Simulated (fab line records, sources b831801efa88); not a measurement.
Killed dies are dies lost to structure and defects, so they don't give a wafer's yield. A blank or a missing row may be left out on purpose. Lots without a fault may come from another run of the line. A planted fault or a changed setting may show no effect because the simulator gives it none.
One fault seen from 2 desks | flow gf180mcu | each desk has only its own numbers; what lay behind them comes last

THE TOOL OWNER'S DESK: pvd_sputter-03
The tool's own readings at GF_SALICIDE_SPUTTER_03 (material TiN, target thk 20 nm, time 16.7 s): means of the sampled wafers that have a number, for each lot that ran on this tool. A lot is out of limits, marked OUT, if its mean lies more than 4 standard deviations from the usual mean; the brackets give that distance.
Columns: A = cathode_dc_power_W at GF_SALICIDE_SPUTTER_03, usual 6499.7 W; B = throttle_valve_pct at GF_SALICIDE_SPUTTER_03, usual 29.7 %
lot  | first seen here | A                        | B
L771 | day 18 12:20    | 6499.8                   | 30.9
L777 | day 20 19:34    | 5995.0 (-99 or more) OUT | 31.0
This desk's finding: out of limits on L777; first on L777, day 20 19:34 (cathode_dc_power_W at GF_SALICIDE_SPUTTER_03). In limits: L771.

THE METROLOGY DESK
What the gauges read, lot by lot, whatever tool the lot ran on: means of the sampled wafers that have a number. A lot is out of limits, marked OUT, if its mean lies more than 4 standard deviations from the usual mean; the brackets give that distance.
Columns: A = SALICIDE_TIN_RS at GF_SALICIDE_RS_MEAS_04, usual 16.3 ohm/sq; B = SALICIDE_TIN_THK at GF_SALICIDE_THK_MEAS_05, usual 19.83 nm; C = V1_CVD_00_THK at GF_V1_THK_MEAS_01, usual 599 nm
lot  | first seen here | A    | B                | C
L762 | day 15 02:27    | 16.3 | 19.70            | 588
L766 | day 16 20:49    | 16.7 | 19.74            | 613
L767 | day 16 21:07    | 15.9 | 19.82            | 604
L768 | day 17 16:11    | 16.3 | 19.70            | 602
L769 | day 17 17:29    | 16.4 | 19.85            | 609
L771 | day 18 12:21    | 16.3 | 20.09            | 601
L777 | day 20 19:38    | 17.2 | 18.20 (-6.8) OUT | 592
L779 | day 21 11:13    | 16.1 | 20.02            | 593
L781 | day 22 05:19    | 16.7 | 19.73            | 600
L783 | day 22 15:46    | 16.5 | 19.93            | 596
L784 | day 22 22:31    | 16.3 | 20.07            | 590
L785 | day 23 07:59    | 17.1 | 19.51            | 594
This desk's finding: out of limits on L777; first on L777, day 20 19:44 (SALICIDE_TIN_THK at GF_SALICIDE_THK_MEAS_05). In limits: L762, L766, L767, L768, L769, L771, L779, L781, L783, L784, L785.

PUT TOGETHER
The tool owner's desk could have raised an alarm at day 20 19:34, on L777.
The metrology desk could have raised an alarm at day 20 19:44, on L777.
Of the lots named, all ran GF_SALICIDE_SPUTTER_03 on pvd_sputter-03.

WHAT THE SIMULATOR HAD PUT IN
Process parameter drift: pvd_sputter-03, from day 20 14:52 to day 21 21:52, at GF_SALICIDE_SPUTTER_03. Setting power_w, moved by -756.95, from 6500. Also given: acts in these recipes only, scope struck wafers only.
Lots struck among those shown: L777.
Hours from the fault's start to each desk's first reading out of limits: the tool owner's desk, 5; the metrology desk, 5.
